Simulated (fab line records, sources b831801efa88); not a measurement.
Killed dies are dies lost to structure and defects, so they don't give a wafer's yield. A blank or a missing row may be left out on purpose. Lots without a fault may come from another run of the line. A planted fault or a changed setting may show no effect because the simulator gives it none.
Chamber matching | flow sky130 | SKY_VIA2_CMP_02 on cmp-02: 4 sister chambers
The step polishes SiO2. 18 wafers are shown with their chamber, then 9 later ones without.

WAFERS WITH THEIR CHAMBER
wafer  | chamber | motor_current_A (A)
L078.1 | 1       | 11.9
L078.4 | 0       | 12.4
L078.5 | 3       | 13.0
L081.1 | 2       | 12.8
L081.3 | 0       | 11.8
L081.5 | 3       | 13.0
L084.1 | 3       | 13.0
L084.4 | 2       | 12.5
L084.6 | 2       | 12.1
L087.2 | 0       | 12.7
L087.4 | 3       | 13.1
L087.6 | 3       | 13.2
L091.1 | 1       | 11.7
L091.2 | 2       | 12.3
L091.4 | 3       | 12.8
L092.3 | 2       | 12.4
L092.5 | 3       | 13.3
L092.6 | 0       | 12.7

SIGNATURES (means of the wafers above)
reading         | chamber 0 | chamber 1 | chamber 2 | chamber 3 | scatter within a chamber
motor_current_A | 12.400    | 11.800    | 12.420    | 13.057    | 0.265
Rule: a wafer's distance from a chamber is the root of the sum, over the readings, of the square of ((its reading less the chamber's mean) divided by the reading's scatter). The wafer belongs to the nearest chamber; if the next one is less than 2 further off, it can't be placed. The scatter: the root of (the sum of the squares of (reading less its chamber's mean) over the shown wafers, divided by (wafers less chambers)).

WAFERS WITHOUT THEIR CHAMBER
wafer  | motor_current_A (A)
L094.3 | 12.5
L094.4 | 11.0
L094.6 | 12.0
L095.1 | 12.2
L095.4 | 12.9
L095.6 | 11.9
L096.1 | 11.7
L096.2 | 13.0
L096.5 | 12.0

WHICH CHAMBER EACH WENT THROUGH
wafer  | from the rows above          | in truth
L094.3 | can't be placed: 2 or 0 or 3 | 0
L094.4 | 1                            | 1
L094.6 | can't be placed: 1 or 0 or 2 | 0
L095.1 | can't be placed: 0 or 2 or 1 | 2
L095.4 | can't be placed: 3 or 2 or 0 | 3
L095.6 | can't be placed: 1 or 0 or 2 | 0
L096.1 | 1                            | 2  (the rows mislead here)
L096.2 | can't be placed: 3 or 2      | 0
L096.5 | can't be placed: 1 or 0 or 2 | 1
Placed correctly: 1 of 9. Can't be placed from these rows: 7 (the true chamber is among the candidates in 6). Placed wrongly: 1.
